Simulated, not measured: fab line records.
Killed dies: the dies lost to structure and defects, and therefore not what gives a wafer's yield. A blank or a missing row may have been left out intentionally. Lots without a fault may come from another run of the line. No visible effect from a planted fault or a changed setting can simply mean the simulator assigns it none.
Which of the tools did it? || flow gf180mcu || 14 lots, 42 wafers sampled, at 4 steps of a route of 602

WHAT THE GAUGES SHOWED, per wafer
GF_V1_RS_MEAS_24: the measuring method here is four-point-probe. Usual: V1_W_RS 0.3267 ohm/sq, standard deviation 0.0029.
{"lot": "L109", "measured": "day 18 02:49", "on": "film_metro-01", "V1_W_RS (ohm/sq)": "0.3242 0.3286 0.3262", "flag": ""}
{"lot": "L110", "measured": "day 18 14:47", "on": "film_metro-03", "V1_W_RS (ohm/sq)": "0.3247 0.3250 0.3245", "flag": ""}
{"lot": "L111", "measured": "day 18 20:11", "on": "film_metro-03", "V1_W_RS (ohm/sq)": "0.3286 0.3282 0.3235", "flag": ""}
{"lot": "L112", "measured": "day 19 06:25", "on": "film_metro-02", "V1_W_RS (ohm/sq)": "0.3318 0.3267 0.3297", "flag": ""}
{"lot": "L113", "measured": "day 19 12:54", "on": "film_metro-02", "V1_W_RS (ohm/sq)": "0.3314 0.3293 0.3286", "flag": ""}
{"lot": "L117", "measured": "day 20 22:35", "on": "film_metro-02", "V1_W_RS (ohm/sq)": "0.3269 0.3272 0.3257", "flag": ""}
{"lot": "L119", "measured": "day 21 21:59", "on": "film_metro-01", "V1_W_RS (ohm/sq)": "0.3289 0.3274 0.3294", "flag": ""}
{"lot": "L120", "measured": "day 22 06:05", "on": "film_metro-02", "V1_W_RS (ohm/sq)": "0.3255 0.3288 0.3258", "flag": ""}
{"lot": "L126", "measured": "day 24 04:57", "on": "film_metro-01", "V1_W_RS (ohm/sq)": "0.3311 0.3309 0.3301", "flag": ""}
{"lot": "L127", "measured": "day 24 13:16", "on": "film_metro-01", "V1_W_RS (ohm/sq)": "0.3251 0.3289 0.3245", "flag": ""}
{"lot": "L128", "measured": "day 24 20:45", "on": "film_metro-01", "V1_W_RS (ohm/sq)": "0.3244 0.3238 0.3235", "flag": ""}
{"lot": "L129", "measured": "day 25 08:42", "on": "film_metro-01", "V1_W_RS (ohm/sq)": "0.3261 0.3250 0.3230", "flag": ""}
{"lot": "L131", "measured": "day 26 07:37", "on": "film_metro-01", "V1_W_RS (ohm/sq)": "0.3258 0.3213 0.3235", "flag": ""}
{"lot": "L132", "measured": "day 26 19:47", "on": "film_metro-01", "V1_W_RS (ohm/sq)": "0.3268 0.3291 0.3263", "flag": ""}

WHAT TOOL EACH LOT RAN ON (gives the tool, then ch and the chambers of the sampled wafers, and finally the start)
{"lot": "L109", "GF_POLY_GATE_STRIP_14": "plasma_asher-02 ch 0,1, day 9 05:01", "GF_HV_LDD_SOFTBAKE_42": "litho_track-03 ch 0, day 11 22:17", "GF_V1_CVD_02": "pecvd-04 ch 0,1, day 17 02:20"}
{"lot": "L110", "GF_POLY_GATE_STRIP_14": "plasma_asher-03 ch 0,1, day 9 15:13", "GF_HV_LDD_SOFTBAKE_42": "litho_track-04 ch 0, day 12 10:03", "GF_V1_CVD_02": "pecvd-04 ch 0,2, day 17 13:33"}
{"lot": "L111", "GF_POLY_GATE_STRIP_14": "plasma_asher-01 ch 0,1, day 9 17:08", "GF_HV_LDD_SOFTBAKE_42": "litho_track-04 ch 0, day 12 11:44", "GF_V1_CVD_02": "pecvd-04 ch 0,1,2, day 17 18:31"}
{"lot": "L112", "GF_POLY_GATE_STRIP_14": "plasma_asher-01 ch 0,1, day 9 22:39", "GF_HV_LDD_SOFTBAKE_42": "litho_track-01 ch 0, day 12 20:19", "GF_V1_CVD_02": "pecvd-04 ch 1,2, day 18 04:55"}
{"lot": "L113", "GF_POLY_GATE_STRIP_14": "plasma_asher-03 ch 0,1, day 10 06:43", "GF_HV_LDD_SOFTBAKE_42": "litho_track-04 ch 0, day 13 04:53", "GF_V1_CVD_02": "pecvd-02 ch 1,2, day 18 11:29"}
{"lot": "L117", "GF_POLY_GATE_STRIP_14": "plasma_asher-01 ch 0,1, day 11 08:07", "GF_HV_LDD_SOFTBAKE_42": "litho_track-04 ch 0, day 14 08:20", "GF_V1_CVD_02": "pecvd-04 ch 0,1,2, day 19 21:00"}
{"lot": "L119", "GF_POLY_GATE_STRIP_14": "plasma_asher-02 ch 0,1, day 12 02:38", "GF_HV_LDD_SOFTBAKE_42": "litho_track-04 ch 0, day 15 03:56", "GF_V1_CVD_02": "pecvd-01 ch 0,1, day 20 21:15"}
{"lot": "L120", "GF_POLY_GATE_STRIP_14": "plasma_asher-02 ch 0,1, day 12 11:33", "GF_HV_LDD_SOFTBAKE_42": "litho_track-04 ch 0, day 15 12:45", "GF_V1_CVD_02": "pecvd-04 ch 0,2, day 21 04:39"}
{"lot": "L126", "GF_POLY_GATE_STRIP_14": "plasma_asher-02 ch 0,1, day 14 01:58", "GF_HV_LDD_SOFTBAKE_42": "litho_track-03 ch 0, day 17 11:28", "GF_V1_CVD_02": "pecvd-01 ch 0,1,2, day 23 05:07"}
{"lot": "L127", "GF_POLY_GATE_STRIP_14": "plasma_asher-03 ch 0,1, day 14 11:13", "GF_HV_LDD_SOFTBAKE_42": "litho_track-03 ch 0, day 17 18:37", "GF_V1_CVD_02": "pecvd-02 ch 0,2, day 23 13:16"}
{"lot": "L128", "GF_POLY_GATE_STRIP_14": "plasma_asher-01 ch 0,1, day 14 19:46", "GF_HV_LDD_SOFTBAKE_42": "litho_track-01 ch 0, day 18 03:48", "GF_V1_CVD_02": "pecvd-01 ch 0,1,2, day 23 21:47"}
{"lot": "L129", "GF_POLY_GATE_STRIP_14": "plasma_asher-03 ch 0,1, day 15 08:19", "GF_HV_LDD_SOFTBAKE_42": "litho_track-03 ch 0, day 18 17:16", "GF_V1_CVD_02": "pecvd-01 ch 0,1,2, day 24 09:52"}
{"lot": "L131", "GF_POLY_GATE_STRIP_14": "plasma_asher-02 ch 0,1, day 16 06:34", "GF_HV_LDD_SOFTBAKE_42": "litho_track-03 ch 0, day 19 19:16", "GF_V1_CVD_02": "pecvd-04 ch 1,2, day 25 08:24"}
{"lot": "L132", "GF_POLY_GATE_STRIP_14": "plasma_asher-03 ch 0,1, day 16 16:14", "GF_HV_LDD_SOFTBAKE_42": "litho_track-03 ch 0, day 20 06:58", "GF_V1_CVD_02": "pecvd-04 ch 0,2, day 25 21:25"}
- GF_POLY_GATE_STRIP_14: strips in O2/N2.
- GF_HV_LDD_SOFTBAKE_42: time 60 s.
- GF_V1_CVD_02: deposits SiO2 from TEOS, target thk 850 nm, time 94.851 s.

WHAT THE TOOLS THEMSELVES READ (means of the sampled wafers that have a number; where no wafer has one, the mark that the record gives instead)
GF_POLY_GATE_STRIP_14. Usual: drypump_motor_current_A 5.6 A, standard deviation 0.42; heater_power_w 344 W, standard deviation 21; oes_product_au 0.501 a.u., standard deviation 0.0043.
{"lot": "L109", "tool": "plasma_asher-02", "drypump_motor_current_A (A)": 5.7, "heater_power_w (W)": 362, "oes_product_au (a.u.)": 0.498, "flag": ""}
{"lot": "L110", "tool": "plasma_asher-03", "drypump_motor_current_A (A)": 5.4, "heater_power_w (W)": 336, "oes_product_au (a.u.)": 0.501, "flag": ""}
{"lot": "L111", "tool": "plasma_asher-01", "drypump_motor_current_A (A)": 5.4, "heater_power_w (W)": 319, "oes_product_au (a.u.)": 0.502, "flag": ""}
{"lot": "L112", "tool": "plasma_asher-01", "drypump_motor_current_A (A)": 5.1, "heater_power_w (W)": 323, "oes_product_au (a.u.)": 0.501, "flag": ""}
{"lot": "L113", "tool": "plasma_asher-03", "drypump_motor_current_A (A)": 5.8, "heater_power_w (W)": 333, "oes_product_au (a.u.)": 0.503, "flag": ""}
{"lot": "L117", "tool": "plasma_asher-01", "drypump_motor_current_A (A)": 5.2, "heater_power_w (W)": 329, "oes_product_au (a.u.)": 0.502, "flag": ""}
{"lot": "L119", "tool": "plasma_asher-02", "drypump_motor_current_A (A)": 5.7, "heater_power_w (W)": 368, "oes_product_au (a.u.)": 0.502, "flag": ""}
{"lot": "L120", "tool": "plasma_asher-02", "drypump_motor_current_A (A)": 5.6, "heater_power_w (W)": 372, "oes_product_au (a.u.)": 0.500, "flag": ""}
{"lot": "L126", "tool": "plasma_asher-02", "drypump_motor_current_A (A)": 5.6, "heater_power_w (W)": 368, "oes_product_au (a.u.)": 0.497, "flag": ""}
{"lot": "L127", "tool": "plasma_asher-03", "drypump_motor_current_A (A)": 5.8, "heater_power_w (W)": 343, "oes_product_au (a.u.)": 0.503, "flag": ""}
{"lot": "L128", "tool": "plasma_asher-01", "drypump_motor_current_A (A)": 5.2, "heater_power_w (W)": 331, "oes_product_au (a.u.)": 0.503, "flag": ""}
{"lot": "L129", "tool": "plasma_asher-03", "drypump_motor_current_A (A)": 5.8, "heater_power_w (W)": 338, "oes_product_au (a.u.)": 0.502, "flag": ""}
{"lot": "L131", "tool": "plasma_asher-02", "drypump_motor_current_A (A)": 5.6, "heater_power_w (W)": 368, "oes_product_au (a.u.)": 0.501, "flag": ""}
{"lot": "L132", "tool": "plasma_asher-03", "drypump_motor_current_A (A)": 5.4, "heater_power_w (W)": 332, "oes_product_au (a.u.)": 0.503, "flag": ""}

GF_HV_LDD_SOFTBAKE_42. Usual: run_length_s 88.96 s, standard deviation 0.23.
{"lot": "L109", "tool": "litho_track-03", "run_length_s (s)": 89.25, "flag": ""}
{"lot": "L110", "tool": "litho_track-04", "run_length_s (s)": 88.80, "flag": ""}
{"lot": "L111", "tool": "litho_track-04", "run_length_s (s)": 88.81, "flag": ""}
{"lot": "L112", "tool": "litho_track-01", "run_length_s (s)": 88.83, "flag": ""}
{"lot": "L113", "tool": "litho_track-04", "run_length_s (s)": 88.79, "flag": ""}
{"lot": "L117", "tool": "litho_track-04", "run_length_s (s)": 95.58, "flag": "OFF"}
{"lot": "L119", "tool": "litho_track-04", "run_length_s (s)": 95.52, "flag": "OFF"}
{"lot": "L120", "tool": "litho_track-04", "run_length_s (s)": 95.53, "flag": "OFF"}
{"lot": "L126", "tool": "litho_track-03", "run_length_s (s)": 89.18, "flag": ""}
{"lot": "L127", "tool": "litho_track-03", "run_length_s (s)": 89.17, "flag": ""}
{"lot": "L128", "tool": "litho_track-01", "run_length_s (s)": 88.91, "flag": ""}
{"lot": "L129", "tool": "litho_track-03", "run_length_s (s)": 89.10, "flag": ""}
{"lot": "L131", "tool": "litho_track-03", "run_length_s (s)": 89.14, "flag": ""}
{"lot": "L132", "tool": "litho_track-03", "run_length_s (s)": 89.16, "flag": ""}

GF_V1_CVD_02. Usual: heater_power_w 619 W, standard deviation 120.
{"lot": "L109", "tool": "pecvd-04", "heater_power_w (W)": 635, "flag": ""}
{"lot": "L110", "tool": "pecvd-04", "heater_power_w (W)": 601, "flag": ""}
{"lot": "L111", "tool": "pecvd-04", "heater_power_w (W)": 650, "flag": ""}
{"lot": "L112", "tool": "pecvd-04", "heater_power_w (W)": 701, "flag": ""}
{"lot": "L113", "tool": "pecvd-02", "heater_power_w (W)": 576, "flag": ""}
{"lot": "L117", "tool": "pecvd-04", "heater_power_w (W)": 646, "flag": ""}
{"lot": "L119", "tool": "pecvd-01", "heater_power_w (W)": 749, "flag": ""}
{"lot": "L120", "tool": "pecvd-04", "heater_power_w (W)": 653, "flag": ""}
{"lot": "L126", "tool": "pecvd-01", "heater_power_w (W)": 623, "flag": ""}
{"lot": "L127", "tool": "pecvd-02", "heater_power_w (W)": 561, "flag": ""}
{"lot": "L128", "tool": "pecvd-01", "heater_power_w (W)": 616, "flag": ""}
{"lot": "L129", "tool": "pecvd-01", "heater_power_w (W)": 613, "flag": ""}
{"lot": "L131", "tool": "pecvd-04", "heater_power_w (W)": 681, "flag": ""}
{"lot": "L132", "tool": "pecvd-04", "heater_power_w (W)": 583, "flag": ""}

THE ANSWER, worked out from the rows above alone
Rule: lot off if the mean of its wafers having a number is beyond 3 standard deviations from the usual mean. Also off: a lot with no number at a reading for which 4 or more lots have one. Any other lot the step has rows for is counted as sound. After the gauges, taken in route order, come the tools' own readings; for these a lot's mean is taken, as printed above. At the first step where some lot is off, the reading lying furthest off is the one used; lots without a number count as furthest.
Off: L117, L119, L120 (GF_HV_LDD_SOFTBAKE_42, run_length_s).
A tool fits if, at that step or a process step before it, it ran every lot that is off, and no sound lot after the first of them. One candidate fits, namely litho_track-04 at GF_HV_LDD_SOFTBAKE_42. A fault onset in the window from L113 (day 13 04:53, its last sound lot) to L117 (day 14 08:20, its first lot off) fits.
The tool's own readings at GF_HV_LDD_SOFTBAKE_42 bear it out: on the lots that are off they differ by more than 5 times the standard deviation of the sound lots' means. run_length_s reads 95.54 s there against 89.01 s on the sound lots.

WHAT THE SIMULATOR HAD INSERTED
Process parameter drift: litho_track-04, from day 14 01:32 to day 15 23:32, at GF_HV_LDD_SOFTBAKE_42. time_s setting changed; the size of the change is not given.
Struck lots among those shown: L117, L119, L120. The rule above reached the same finding.
